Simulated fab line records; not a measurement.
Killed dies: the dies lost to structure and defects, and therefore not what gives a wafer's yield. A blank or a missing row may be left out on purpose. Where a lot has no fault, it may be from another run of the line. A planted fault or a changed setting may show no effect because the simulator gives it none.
fab line records	flow sky130
record lots=6	wafers=18	last-day=50
route steps=708 shown SONOS_ONO@186 GATE_OXIDE@187 POLY_GATE@204 RES_PROTECT@206 PAD_OPEN@708
lots that met no fault: taken from a fault-free run of the same line
start-h: start of the lot's first displayed wafer, in hours after the record's first day	wait-h: hours elapsed since this lot's preceding step	" as in the row above	L1.1+2: several wafers, shown together as one row	- value missing, or start not given	* or withheld: withheld	< > ~ a bound
route shown NAME@n: NAME is a module with steps in the file, n the number in the route of the first one	usual: the fault-free wafers' mean and standard deviation	same: alike in all rows	chamber/n: place in a boat	sites: the reading at each site	_std_site: standard deviation across them	_edge_site: mean of outer sites minus mean of inner sites	radius-mm: for every site, how far away it sits from the centre of the wafer	mask NAME#n: copy n	behind: the most recent tool/chamber to have shaped the wafer	hold: what put the lot on hold/how long, in hours/how the hold closed	device: whichever transistor did not switch (one of n, p or np)	end of line: tests of these same wafers at the route's end	a step given without rows: its recipe and nothing more	killed: count of dies lost to structure and defects at first sort (not the wafer's yield)	map: per-die view of a wafer (x killed, . not killed, _ where there is no die)
set.NAME: setting as actually run; set.NAME@STEP: the setting as run at that earlier step	model.NAME: the simulator's own value behind a step, which no gauge read
certain route steps with their lots: each step a table, each wafer a row
services: a tool's chamber out of use, with start hour (start-h, from the record's first day; less than 0 if before it), hours out, and reason
## steps
# step SKY_SONOS_ONO_WET_ETCH_18
# recipe chemistry=H3PO4	target-depth-nm=15	target=Si3N4	temp-c=160	time-s=172
# step SKY_GATE_OXIDE_CLEAN_00
# recipe chemistry=SC1/SC2	mix=1:4:20	temp-c=70	time-s=150	dry=n2-spin
# step SKY_GATE_OXIDE_OXIDATION_01
# recipe temp-c=900	ambient=O2	stabilise-s=600	purge-s=300	target-thk-a=102.68	ox-time-s=1473
# step SKY_GATE_OXIDE_THK_MEAS_02
# recipe reads=SiO2_of_GATE_OXIDE_OXIDATION_01
# usual GATE_OXIDE_OXIDATION_00_THK=10.27/0.18
lot.wafer	tool	chamber	start-h	wait-h	GATE_OXIDE_OXIDATION_00_THK[nm]
L810.2	film-metro-04	-	309.06	0.0	10.46
L810.3	"	-	"	"	10.32
L810.4	"	-	"	"	10.38
L816.1	film-metro-01	-	359.76	0.0	10.25
L816.2	"	-	"	"	10.23
L816.4	"	-	"	"	10.23
L819.2	film-metro-04	-	384.56	0.0	10.05
L819.4	"	-	"	"	10.07
L819.6	"	-	"	"	10.20
L826.1	film-metro-04	-	429.90	0.0	10.25
L826.4	"	-	"	"	10.21
L826.6	"	-	"	"	10.34
L827.1	film-metro-04	-	439.78	0.0	10.13
L827.2	"	-	"	"	10.05
L827.3	"	-	"	"	10.07
L829.1	film-metro-04	-	458.68	0.0	10.50
L829.3	"	-	"	"	10.41
L829.6	"	-	"	"	10.33
# step SKY_GATE_OXIDE_DEHYDRATE_03
# recipe temp-c=200	time-s=60
# step SKY_GATE_OXIDE_HMDS_04
# recipe prime-time-s=60	prime-temp-c=120
# step SKY_GATE_OXIDE_COAT_05
# recipe resist=NOVOLAK	spin-rpm=3000	resist-thk-nm=1140
# step SKY_GATE_OXIDE_SOFTBAKE_06
# recipe temp-c=90	time-s=60	resist=NOVOLAK
# step SKY_GATE_OXIDE_EXPOSE_07
# recipe mask-id=LVOM	na=0.6	source-shape=conventional	sigma-outer=0.6	polarization=unpolarized	target-cd-nm=600	dose-mj=170
# step SKY_GATE_OXIDE_PEB_08
# recipe temp-c=withheld	time-s=*	resist=NOVOLAK
# step SKY_GATE_OXIDE_DEVELOP_09
# recipe resist=NOVOLAK	developer=TMAH	develop-time-s=60	dev-temp-c=23
# step SKY_GATE_OXIDE_OVL_MEAS_10
# usual GATE_OXIDE_OVL=-1.0/1.6
lot.wafer	tool	chamber	start-h	wait-h	GATE_OXIDE_OVL[nm]
L810.2	overlay-02	-	334.86	0.1	-0.9
L810.3	"	-	"	"	-1.0
L810.4	"	-	"	"	-1.3
L816.1	overlay-02	-	387.79	0.1	-0.5
L816.2	"	-	"	"	-0.9
L816.4	"	-	"	"	-2.0
L819.2	overlay-01	-	413.75	0.1	0.0
L819.4	"	-	"	"	-0.9
L819.6	"	-	"	"	-1.3
L826.1	overlay-01	-	460.69	0.1	0.2
L826.4	"	-	"	"	0.5
L826.6	"	-	"	"	-0.6
L827.1	overlay-01	-	471.74	0.1	-4.4
L827.2	"	-	"	"	-3.4
L827.3	"	-	"	"	-3.4
L829.1	overlay-02	-	489.56	0.1	-2.1
L829.3	"	-	"	"	-0.9
L829.6	"	-	"	"	-0.6
# step SKY_GATE_OXIDE_IMPLANT_11
# recipe species=B	energy-kev=10	dose-cm2=2.6e+12	tilt-deg=withheld
# usual beam-on-s=9.99/0.2
lot.wafer	tool	chamber	start-h	wait-h	beam-on-s
L810.2	implanter-01	0	334.92	0.0	10.03
L810.3	"	0	"	"	10.11
L810.4	"	0	"	"	10.25
L816.1	implanter-01	0	387.83	0.0	9.92
L816.2	"	0	"	"	9.79
L816.4	"	0	"	"	9.70
L819.2	implanter-01	0	413.80	0.0	10.17
L819.4	"	0	"	"	9.73
L819.6	"	0	"	"	9.81
L826.1	implanter-02	0	460.73	0.0	9.51
L826.4	"	0	"	"	10.14
L826.6	"	0	"	"	9.93
L827.1	implanter-04	0	471.85	0.1	9.74
L827.2	"	0	"	"	9.86
L827.3	"	0	"	"	10.14
L829.1	implanter-02	0	489.59	0.0	9.89
L829.3	"	0	"	"	10.24
L829.6	"	0	"	"	10.02
# step SKY_GATE_OXIDE_WET_ETCH_12
# recipe chemistry=dHF	target-depth-nm=16.8	dry=n2-spin	target=SiO2	dilution=100:1	temp-c=25	time-s=336
# step SKY_GATE_OXIDE_STRIP_13
# recipe chemistry=O2/N2	power-w=1400	pressure-mtorr=1500	platen-temp-c=withheld	o2-flow-sccm=3000	n2-flow-sccm=300	overash-fraction=0.5
# usual drypump-motor-current-A=5.7/0.44	oes-product-au=0.716/0.004	strip-time-to-endpoint-s=14.17/0.04
lot.wafer	tool	chamber	start-h	wait-h	drypump-motor-current-A	oes-product-au	rf-hours-counter-h	strip-time-to-endpoint-s
L810.2	plasma-asher-02	1	335.14	0.0	6.4	0.717	65	14.22
L810.3	"	1	"	"	6.5	0.712	-	14.24
L810.4	"	0	"	"	6.3	0.715	-	14.24
L816.1	plasma-asher-04	1	388.09	0.0	5.7	0.717	56	14.16
L816.2	"	0	"	"	5.1	0.710	56	14.20
L816.4	"	0	"	"	5.1	0.714	-	14.16
L819.2	plasma-asher-03	0	414.04	0.0	5.3	0.710	70	14.14
L819.4	"	1	"	"	5.7	0.718	-	14.14
L819.6	"	1	"	"	5.7	0.721	-	14.18
L826.1	plasma-asher-03	0	460.98	0.0	5.3	0.714	3	14.09
L826.4	"	0	"	"	5.3	0.708	-	14.13
L826.6	"	1	"	"	5.7	0.718	-	14.12
L827.1	plasma-asher-03	1	472.10	0.0	5.7	0.713	5	14.14
L827.2	"	0	"	"	5.3	0.714	5	14.23
L827.3	"	1	"	"	5.7	0.717	-	14.19
L829.1	plasma-asher-04	0	489.86	0.0	5.2	0.715	62	14.18
L829.3	"	1	"	"	5.7	0.713	-	14.19
L829.6	"	0	"	"	5.1	0.719	-	14.16
# step SKY_GATE_OXIDE_TW_MEAS_14
# usual GATE_OXIDE_TW=225.3/1.8
lot.wafer	tool	chamber	start-h	wait-h	GATE_OXIDE_TW
L810.2	film-metro-03	-	335.25	0.1	223.4
L810.3	"	-	"	"	223.8
L810.4	"	-	"	"	223.2
L816.1	film-metro-04	-	388.19	0.1	224.5
L816.2	"	-	"	"	224.1
L816.4	"	-	"	"	224.2
L819.2	film-metro-01	-	414.15	0.1	227.6
L819.4	"	-	"	"	226.8
L819.6	"	-	"	"	228.2
L826.1	film-metro-03	-	461.08	0.1	224.2
L826.4	"	-	"	"	223.4
L826.6	"	-	"	"	222.9
L827.1	film-metro-04	-	472.20	0.1	226.3
L827.2	"	-	"	"	225.1
L827.3	"	-	"	"	226.2
L829.1	film-metro-04	-	489.96	0.1	224.9
L829.3	"	-	"	"	225.4
L829.6	"	-	"	"	224.7
# step SKY_GATE_OXIDE_CLEAN_15
# recipe chemistry=SC1/SC2	mix=1:4:20	temp-c=70	time-s=150	dry=n2-spin
# step SKY_GATE_OXIDE_OXIDATION_16
# recipe temp-c=800	ambient=O2	idle-temp-c=700	ramp-up-c-per-min=10	ramp-down-c-per-min=3	stabilise-s=600	purge-s=300	target-thk-a=35.7	ox-time-s=1915
# step SKY_POLY_GATE_CVD_00
# recipe material=poly-Si	target-thk-nm=180	temp-c=620	time-s=720	pressure-mtorr=200
# step SKY_POLY_GATE_THK_MEAS_01
# recipe reads=poly-Si_of_POLY_GATE_CVD_00
# usual POLY_GATE_CVD_00_THK=179.7/1.7
lot.wafer	tool	chamber	start-h	wait-h	POLY_GATE_CVD_00_THK[nm]
L810.2	film-metro-04	-	342.37	0.0	181.9
L810.3	"	-	"	"	182.0
L810.4	"	-	"	"	179.2
L816.1	film-metro-02	-	391.04	0.0	180.0
L816.2	"	-	"	"	180.5
L816.4	"	-	"	"	180.4
L819.2	film-metro-02	-	417.00	0.0	179.9
L819.4	"	-	"	"	179.0
L819.6	"	-	"	"	181.2
L826.1	film-metro-03	-	464.28	0.0	177.6
L826.4	"	-	"	"	177.8
L826.6	"	-	"	"	179.1
L827.1	film-metro-03	-	476.54	0.0	180.8
L827.2	"	-	"	"	179.7
L827.3	"	-	"	"	180.6
L829.1	film-metro-02	-	493.42	0.0	178.7
L829.3	"	-	"	"	178.9
L829.6	"	-	"	"	179.6
# step SKY_RES_PROTECT_DEHYDRATE_00
# recipe temp-c=200	time-s=60
# step SKY_RES_PROTECT_HMDS_01
# recipe prime-time-s=60	prime-temp-c=120
# step SKY_RES_PROTECT_COAT_02
# recipe resist=NOVOLAK	spin-rpm=3000	resist-thk-nm=1140
# step SKY_RES_PROTECT_SOFTBAKE_03
# recipe temp-c=90	time-s=60	resist=NOVOLAK
# step SKY_RES_PROTECT_EXPOSE_04
# recipe mask-id=RPM	na=0.6	source-shape=conventional	sigma-outer=0.6	polarization=unpolarized	target-cd-nm=1270	dose-mj=131
# step SKY_RES_PROTECT_PEB_05
# recipe temp-c=withheld	time-s=*	resist=NOVOLAK
# step SKY_RES_PROTECT_DEVELOP_06
# recipe resist=NOVOLAK	developer=TMAH	develop-time-s=60	dev-temp-c=23
# step SKY_POLY_GATE_IMPLANT_02
# recipe species=P	energy-kev=30	dose-cm2=7.7e+15	tilt-deg=0
# step SKY_RES_PROTECT_STRIP_07
# recipe chemistry=O2/N2	power-w=1400	pressure-mtorr=1500	platen-temp-c=withheld	o2-flow-sccm=3000	n2-flow-sccm=300	overash-fraction=0.5
# usual drypump-motor-current-A=5.7/0.42	oes-product-au=0.518/0.0044	strip-time-to-endpoint-s=23.29/0.043
lot.wafer	tool	chamber	start-h	wait-h	drypump-motor-current-A	oes-product-au	rf-hours-counter-h	strip-time-to-endpoint-s
L810.2	plasma-asher-02	0	370.29	0.1	6.2	0.519	68	23.29
L810.3	"	1	"	"	6.4	0.514	-	23.27
L810.4	"	0	"	"	6.2	0.513	-	23.24
L816.1	plasma-asher-02	0	420.54	0.1	6.2	0.517	73	23.18
L816.2	"	1	"	"	6.5	0.516	73	23.18
L816.4	"	1	"	"	6.4	0.524	-	23.16
L819.2	plasma-asher-03	0	448.55	0.1	5.3	0.516	2	23.33
L819.4	"	1	"	"	5.7	0.518	-	23.26
L819.6	"	0	"	"	5.3	0.517	-	23.30
L826.1	plasma-asher-02	1	495.24	0.1	6.5	0.519	82	23.26
L826.4	"	1	"	"	6.5	0.514	-	23.29
L826.6	"	0	"	"	6.3	0.520	-	23.29
L827.1	plasma-asher-03	1	506.39	0.1	5.7	0.519	9	23.30
L827.2	"	0	"	"	5.3	0.516	9	23.29
L827.3	"	1	"	"	5.7	0.521	-	23.32
L829.1	plasma-asher-02	0	523.39	0.1	6.2	0.523	84	23.35
L829.3	"	0	"	"	6.3	0.518	-	23.36
L829.6	"	0	"	"	6.3	0.510	-	23.35
# step SKY_RES_PROTECT_TW_MEAS_08
# usual POLY_GATE_TW=4065/29
lot.wafer	tool	chamber	start-h	wait-h	POLY_GATE_TW
L810.2	film-metro-02	-	370.40	0.1	4035
L810.3	"	-	"	"	4021
L810.4	"	-	"	"	4029
L816.1	film-metro-02	-	420.64	0.1	4044
L816.2	"	-	"	"	4072
L816.4	"	-	"	"	4061
L819.2	film-metro-02	-	448.66	0.1	4057
L819.4	"	-	"	"	4050
L819.6	"	-	"	"	4038
L826.1	film-metro-01	-	495.34	0.1	4089
L826.4	"	-	"	"	4082
L826.6	"	-	"	"	4089
L827.1	film-metro-01	-	506.49	0.1	4114
L827.2	"	-	"	"	4105
L827.3	"	-	"	"	4074
L829.1	film-metro-04	-	523.49	0.1	4057
L829.3	"	-	"	"	4074
L829.6	"	-	"	"	4075
# step SKY_RES_PROTECT_CLEAN_09
# recipe chemistry=SC1/SC2	mix=1:4:20	temp-c=70	time-s=150	dry=n2-spin
# step SKY_POLY_GATE_CVD_03
# recipe material=Si3N4	precursor=DCS/NH3	target-thk-nm=75	temp-c=770	time-s=1290	pressure-mtorr=250
# step SKY_POLY_GATE_THK_MEAS_04
# recipe reads=Si3N4_of_POLY_GATE_CVD_03
# usual POLY_GATE_CVD_03_THK=74.9/0.6
lot.wafer	tool	chamber	start-h	wait-h	POLY_GATE_CVD_03_THK[nm]
L810.2	film-metro-04	-	371.87	0.0	74.4
L810.3	"	-	"	"	75.0
L810.4	"	-	"	"	74.9
L816.1	film-metro-04	-	422.80	0.0	74.6
L816.2	"	-	"	"	74.8
L816.4	"	-	"	"	75.3
L819.2	film-metro-02	-	450.13	0.0	74.4
L819.4	"	-	"	"	74.5
L819.6	"	-	"	"	75.0
L826.1	film-metro-03	-	497.87	0.0	74.4
L826.4	"	-	"	"	74.8
L826.6	"	-	"	"	74.1
L827.1	film-metro-03	-	510.28	0.0	73.5
L827.2	"	-	"	"	73.8
L827.3	"	-	"	"	73.4
L829.1	film-metro-03	-	524.96	0.0	75.2
L829.3	"	-	"	"	74.9
L829.6	"	-	"	"	75.0
# step SKY_POLY_GATE_DEHYDRATE_05
# recipe temp-c=200	time-s=60
# step SKY_POLY_GATE_HMDS_06
# recipe prime-time-s=60	prime-temp-c=120
# step SKY_POLY_GATE_COAT_07
# recipe resist=BARC	temp-c=withheld	time-s=withheld	spin-rpm=3000	resist-thk-nm=110
# step SKY_POLY_GATE_COAT_08
# recipe resist=KrF-thick	spin-rpm=3000	resist-thk-nm=450
# step SKY_POLY_GATE_SOFTBAKE_09
# recipe temp-c=100	time-s=90	resist=KrF-thick
# step SKY_POLY_GATE_EXPOSE_10
# recipe mask-id=P1M	na=0.68	source-shape=conventional	sigma-outer=0.6	target-cd-nm=150	dose-mj=28
# step SKY_POLY_GATE_PEB_11
# recipe peb-temp-c=withheld	peb-time-s=withheld	resist=KrF-thick
# step SKY_POLY_GATE_DEVELOP_12
# recipe develop-time-s=60	resist=KrF-thick	dev-temp-c=21
# step SKY_POLY_GATE_CD_MEAS_13
# recipe target-cd-nm=150
# usual cd-nm=150.3/1.3
lot.wafer	tool	chamber	start-h	wait-h	cd-nm
L810.2	cd-sem-01	-	400.82	-	150.5
L810.3	"	-	"	"	150.8
L810.4	"	-	"	"	151.4
L816.1	cd-sem-02	-	453.16	-	148.7
L816.2	"	-	"	"	148.7
L816.4	"	-	"	"	149.4
L819.2	cd-sem-02	-	480.93	-	151.1
L819.4	"	-	"	"	151.9
L819.6	"	-	"	"	151.3
L826.1	cd-sem-02	-	528.24	-	149.6
L826.4	"	-	"	"	149.7
L826.6	"	-	"	"	148.1
L827.1	cd-sem-02	-	540.85	-	153.0
L827.2	"	-	"	"	151.0
L827.3	"	-	"	"	151.5
L829.1	cd-sem-01	-	555.40	-	151.4
L829.3	"	-	"	"	149.8
L829.6	"	-	"	"	151.1
# step SKY_PAD_OPEN_PROBE_99
# usual killed_at_M0_to_M3=45/6.9	killed_at_M4_up=3.1/1.7	killed-at-contacts=24/5.7	killed-at-front-end=15/4.6	killed-at-other=0.3/0.57	killed-dies=87/10	killed-open=48/7.4	killed-short=39/6.7
# same gross-dies=492	killed-at-back-side=0
lot.wafer	tool	chamber	start-h	wait-h	killed_at_M0_to_M3	killed_at_M4_up	killed-at-contacts	killed-at-front-end	killed-at-other	killed-dies	killed-open	killed-short	model.etest.nfet_01v8.drive-ua-um-range	model.etest.pfet_01v8.drive-ua-um-range	model.etest.pfet_01v8_lvt.vt-v-range	model.etest.pfet_01v8.vt-v-range	model.etest.nfet_01v8.vt-v-range
L810.2	prober-02	-	1100.46	0.1	53	5	25	17	0	100	49	51	18.43	7.768	0.01068	0.009218	0.01282
L810.3	prober-02	-	1100.51	0.2	39	5	22	13	1	80	41	39	9.203	12.82	0.01145	0.01585	0.009424
L810.4	prober-02	-	1100.56	0.2	54	6	16	10	0	86	44	42	4.891	6.693	0.01164	0.01105	0.01035
L816.1	prober-01	-	1134.07	0.1	44	5	25	21	0	95	52	43	9.504	5.866	0.01015	0.0143	0.007572
L816.2	prober-01	-	1134.12	0.1	42	5	32	18	1	98	61	37	8.001	10.49	0.01291	0.01562	0.01353
L816.4	prober-01	-	1134.22	0.2	43	3	30	17	0	93	55	38	21.61	16.65	0.1774	0.06615	0.02653
L819.2	prober-02	-	1153.21	0.1	40	2	18	16	0	76	50	26	11.32	5.531	0.01844	0.01506	0.01141
L819.4	prober-02	-	1153.31	0.2	33	3	21	18	0	75	41	34	21.58	17.74	0.1723	0.06766	0.03062
L819.6	prober-02	-	1153.41	0.2	40	4	27	16	0	87	44	43	4.764	8.417	0.01403	0.01515	0.006101
L826.1	prober-01	-	1180.52	0.1	42	1	22	17	1	83	47	36	13	6.193	0.02409	0.01214	0.01194
L826.4	prober-01	-	1180.67	0.2	45	3	25	12	0	85	47	38	6.957	9.326	0.01945	0.01856	0.0112
L826.6	prober-01	-	1180.77	0.2	52	5	27	12	0	96	51	45	6.289	7.434	0.02306	0.01026	0.01114
L827.1	prober-02	-	1187.07	0.1	43	1	33	16	0	93	50	43	7.06	8.443	0.007497	0.01343	0.007918
L827.2	prober-02	-	1187.12	0.1	58	1	21	15	0	95	53	42	6.547	6.047	0.01409	0.01182	0.01511
L827.3	prober-02	-	1187.17	0.2	47	2	22	9	0	80	43	37	15.26	5.744	0.01448	0.006933	0.01464
L829.1	prober-02	-	1196.02	0.1	50	3	24	10	0	87	49	38	8.867	5.595	0.01195	0.01109	0.01089
L829.3	prober-02	-	1196.12	0.2	49	3	23	17	0	92	57	34	8.649	8.254	0.01466	0.0191	0.01012
L829.6	prober-02	-	1196.27	0.2	52	3	8	17	0	80	38	42	8.245	8.664	0.01149	0.01105	0.008426
# killed by level:class
L810.2 VIA1:geometric-particle:open=12 CONTACT:geometric-particle:short=11 METAL1:geometric-particle:short=8 CONTACT:geometric-particle:open=6 VIA2:geometric-particle:open=6 VIA1:geometric-particle:short=5 VIA3:geometric-particle:short=5 FIELD_ISO:geometric-particle:open=4
L810.3 CONTACT:geometric-particle:open=10 VIA3:geometric-particle:open=8 LI_CONTACT:geometric-particle:open=6 METAL1:geometric-particle:short=6 VIA1:geometric-particle:short=6 FIELD_ISO:geometric-particle:short=5 METAL4:geometric-particle:short=5 VIA2:geometric-particle:open=4
L810.4 METAL2:geometric-particle:short=11 VIA1:geometric-particle:short=9 VIA1:geometric-particle:open=9 CONTACT:geometric-particle:open=8 VIA3:geometric-particle:open=7 METAL1:geometric-particle:short=5 LI_CONTACT:geometric-particle:open=5 VIA3:geometric-particle:short=4
L816.1 VIA1:geometric-particle:open=13 CONTACT:geometric-particle:open=9 LI_CONTACT:geometric-particle:open=8 FIELD_ISO:geometric-particle:open=7 VIA2:geometric-particle:short=6 METAL2:geometric-particle:short=5 FIELD_ISO:geometric-particle:short=5 CONTACT:geometric-particle:short=5
L816.2 VIA1:geometric-particle:open=17 CONTACT:geometric-particle:open=12 FIELD_ISO:geometric-particle:open=7 VIA2:geometric-particle:open=7 LOCAL_INTERCONNECT:geometric-particle:short=6 CONTACT:geometric-particle:short=6 LI_CONTACT:geometric-particle:open=5 VIA1:geometric-particle:short=4
L816.4 VIA1:geometric-particle:open=17 CONTACT:geometric-particle:open=10 LI_CONTACT:geometric-particle:open=9 VIA1:geometric-particle:short=7 VIA3:geometric-particle:open=6 POLY_GATE:geometric-particle:short=5 FIELD_ISO:geometric-particle:short=4 LOCAL_INTERCONNECT:geometric-particle:short=4
L819.2 POLY_GATE:geometric-particle:open=9 VIA3:geometric-particle:open=9 CONTACT:geometric-particle:open=9 VIA2:geometric-particle:open=8 VIA1:geometric-particle:open=8 LOCAL_INTERCONNECT:geometric-particle:short=6 VIA2:geometric-particle:short=5 METAL2:geometric-particle:short=4
L819.4 CONTACT:geometric-particle:open=14 VIA3:geometric-particle:open=9 VIA1:geometric-particle:short=7 POLY_GATE:geometric-particle:short=5 POLY_GATE:geometric-particle:open=5 METAL1:geometric-particle:short=5 LI_CONTACT:geometric-particle:short=5 FIELD_ISO:geometric-particle:open=4
L819.6 VIA1:geometric-particle:open=8 LI_CONTACT:geometric-particle:open=8 CONTACT:geometric-particle:open=7 METAL1:geometric-particle:short=7 METAL2:geometric-particle:short=6 POLY_GATE:geometric-particle:open=5 LOCAL_INTERCONNECT:geometric-particle:short=5 VIA2:geometric-particle:open=5
L826.1 METAL1:geometric-particle:short=10 LI_CONTACT:geometric-particle:open=7 CONTACT:geometric-particle:open=7 VIA2:geometric-particle:open=7 FIELD_ISO:geometric-particle:open=6 VIA1:geometric-particle:open=6 METAL2:geometric-particle:short=4 VIA3:geometric-particle:open=4
L826.4 VIA2:geometric-particle:open=11 CONTACT:geometric-particle:open=10 LI_CONTACT:geometric-particle:open=6 VIA1:geometric-particle:open=5 METAL1:geometric-particle:short=5 FIELD_ISO:geometric-particle:open=4 VIA1:geometric-particle:short=4 METAL2:geometric-particle:short=4
L826.6 VIA1:geometric-particle:open=12 CONTACT:geometric-particle:open=9 VIA2:geometric-particle:open=9 METAL1:geometric-particle:short=9 LI_CONTACT:geometric-particle:open=6 LOCAL_INTERCONNECT:geometric-particle:short=5 VIA2:geometric-particle:short=5 FIELD_ISO:geometric-particle:short=4
L827.1 LI_CONTACT:geometric-particle:open=11 CONTACT:geometric-particle:open=10 VIA1:geometric-particle:open=9 METAL2:geometric-particle:short=9 CONTACT:geometric-particle:short=6 METAL1:geometric-particle:short=5 FIELD_ISO:geometric-particle:short=4 POLY_GATE:geometric-particle:short=4
L827.2 VIA2:geometric-particle:open=11 VIA1:geometric-particle:short=9 VIA1:geometric-particle:open=9 CONTACT:geometric-particle:open=8 VIA2:geometric-particle:short=8 FIELD_ISO:geometric-particle:open=6 LI_CONTACT:geometric-particle:open=6 VIA3:geometric-particle:open=6
L827.3 VIA1:geometric-particle:open=11 CONTACT:geometric-particle:open=11 VIA2:geometric-particle:open=9 VIA1:geometric-particle:short=6 METAL1:geometric-particle:short=5 METAL2:geometric-particle:short=5 LI_CONTACT:geometric-particle:open=4 VIA3:geometric-particle:open=4
L829.1 LI_CONTACT:geometric-particle:open=10 METAL2:geometric-particle:short=10 VIA3:geometric-particle:open=8 CONTACT:geometric-particle:open=7 VIA1:geometric-particle:open=7 METAL1:geometric-particle:short=6 VIA2:geometric-particle:open=6 VIA1:geometric-particle:short=5
L829.3 VIA1:geometric-particle:open=13 VIA2:geometric-particle:open=10 LI_CONTACT:geometric-particle:open=8 CONTACT:geometric-particle:open=8 FIELD_ISO:geometric-particle:open=7 VIA3:geometric-particle:open=6 METAL1:geometric-particle:short=5 POLY_GATE:geometric-particle:short=4
L829.6 VIA1:geometric-particle:open=13 METAL2:geometric-particle:short=7 SPACER:geometric-particle:short=6 VIA3:geometric-particle:open=6 METAL1:geometric-particle:short=5 VIA3:geometric-particle:short=4 METAL3:geometric-particle:short=4 POLY_GATE:geometric-particle:short=3
## services
tool	chamber	start-h	hours	kind
plasma-asher-03	-	316.40	4.0	repair
plasma-asher-03	-	342.75	1.3	repair
implanter-01	-	343.38	2.8	pm
implanter-01	-	347.49	18.3	repair
implanter-02	-	352.18	2.1	repair
implanter-02	-	356.47	0.7	repair
implanter-04	-	367.96	2.2	repair
implanter-01	-	368.87	4.9	pm
plasma-asher-04	-	393.46	4.5	repair
implanter-02	-	395.81	1.4	repair
implanter-04	-	407.21	2.8	repair
plasma-asher-03	-	421.25	9.0	pm
plasma-asher-03	0	421.25	9.0	vent-cycle
plasma-asher-03	1	421.25	9.0	vent-cycle
plasma-asher-03	0	430.25	-	clean
plasma-asher-03	1	430.25	-	clean
implanter-04	-	441.18	2.7	repair
implanter-02	-	444.63	2.2	pm
implanter-04	-	453.78	2.3	repair
plasma-asher-04	-	459.72	28.1	pm
## key
first-sign none at tools or gauges
model-effect step=SKY_PAD_OPEN_PROBE_99	value=etest.nfet_01v8.drive-ua-um-range	without=7.709	struck=21.59
met-at SKY_GATE_OXIDE_IMPLANT_11
struck-wafers L816.4,L819.4
tester-left-out L816,L819
onset-between 334.92 387.83
fault kind=process-parameter-drift	tool=implanter-01	chamber=-	onset-h=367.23	steps=SKY_GATE_OXIDE_IMPLANT_11	channel=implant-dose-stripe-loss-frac	offset=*	shape=step	end-h=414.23	scope=struck-wafers-only
# tester-left-out: of these lots the tester's yield and bins aren't shown, on N5 and GAA mostly nor the transistor test; their killed dies are dies lost to structure and defects alone, not to doping, threshold or leakage, so they don't give the yield
